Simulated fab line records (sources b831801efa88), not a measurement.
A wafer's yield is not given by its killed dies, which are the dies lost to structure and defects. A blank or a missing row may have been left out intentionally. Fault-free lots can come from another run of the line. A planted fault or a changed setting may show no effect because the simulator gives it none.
Split-lot trial ; flow sky130 ; route with 708 steps; 5 lots, 16 wafers read

== ON THE SPLIT ==
At SKY_LOCAL_INTERCONNECT_METAL_ETCH_14 (etches TiN in Cl2/BCl3, stops on PSG, target depth 110 nm, time 31.4 s), the setting icp w was moved away from the recipe's 900 W on 5 of the 16 wafers read, by -10.6% to -7.2%. All remaining wafers had this setting at the recipe value.

The reading is taken at the split's own step.

== THE READING ==
KrF-thick_of_LOCAL_INTERCONNECT_COAT_06.thk nm (the simulator's own value, which no gauge read), in nm, at SKY_LOCAL_INTERCONNECT_METAL_ETCH_14 (etches TiN in Cl2/BCl3, stops on PSG, target depth 110 nm, time 31.4 s). There is no usual value for it anywhere in the file. The 11 wafers here that ran the recipe average 349.3 nm, standard deviation 1 nm.

wafer;tool, chamber at the split;icp w as run, W;against the recipe;KrF-thick_of_LOCAL_INTERCONNECT_COAT_06.thk nm, nm;against lot-mates on the recipe
L076.3;rie metal-01, 1;834.8;-7.2%;353;+2.7
L076.4;rie metal-01, 0;900;recipe;350.3;-
L079.2;rie metal-01, 1;900;recipe;350.9;-
L079.4;rie metal-01, 1;900;recipe;350.1;-
L079.5;rie metal-01, 1;806.6;-10.4%;353.1;+2.6
L081.1;rie metal-04, 0;900;recipe;349.7;-
L081.2;rie metal-04, 1;900;recipe;347.3;-
L081.6;rie metal-04, 1;900;recipe;348.8;-
L080.1;rie metal-01, 1;804.5;-10.6%;355.6;+5.8
L080.3;rie metal-01, 0;900;recipe;349.3;-
L080.4;rie metal-01, 1;900;recipe;350.3;-
L080.5;rie metal-01, 0;804.5;-10.6%;354.5;+4.7
L080.6;rie metal-01, 1;804.5;-10.6%;353.5;+3.7
L085.1;rie metal-02, 1;900;recipe;348.1;-
L085.2;rie metal-02, 0;900;recipe;348.7;-
L085.6;rie metal-02, 1;900;recipe;348.8;-

FIT RESULTS
A straight line over all 16 wafers: KrF-thick_of_LOCAL_INTERCONNECT_COAT_06.thk nm changes by -0.467 nm for each +1% of icp w; r = -0.91; the points scatter about the line by 1 nm.
The same after taking each lot's own level away (the mean of its wafers on the recipe; 16 wafers): -0.397 nm for each +1%; r = -0.92; scatter 0.82 nm.
According to that fit, moving icp w by its largest amount changes the reading by 4.2 nm.
The span of the lots' own levels, 348.53 to 350.50 nm, comes to 1.9 times the standard deviation stated above.
Hence the slope depends on the lot-to-lot level, as the two fits are not the same.
Check: with one of the wafers moved furthest among these (-10.6%) left out of the fit, the line predicts +3.74 nm for it against its lot-mates. It came out at +5.8 nm against them.

== THESE WAFERS: OTHER SPLITS ==
Note: prior to the reading, these wafers also went through further splits. Each is held against what the fit with the lots' levels taken away leaves over:
other split on the same wafers;wafers away from the commonest value;r with KrF-thick_of_LOCAL_INTERCONNECT_COAT_06.thk nm (lot level and that fit taken away)
SKY_LI_CONTACT_CVD_21 temp c;5;-0.06
SKY_LOCAL_INTERCONNECT_SPUTTER_00 power w;0;-

== FILE'S OWN FIT ==
KrF-thick_of_LOCAL_INTERCONNECT_COAT_06.thk nm changes by -0.377 nm for each +1% of icp w, r = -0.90.
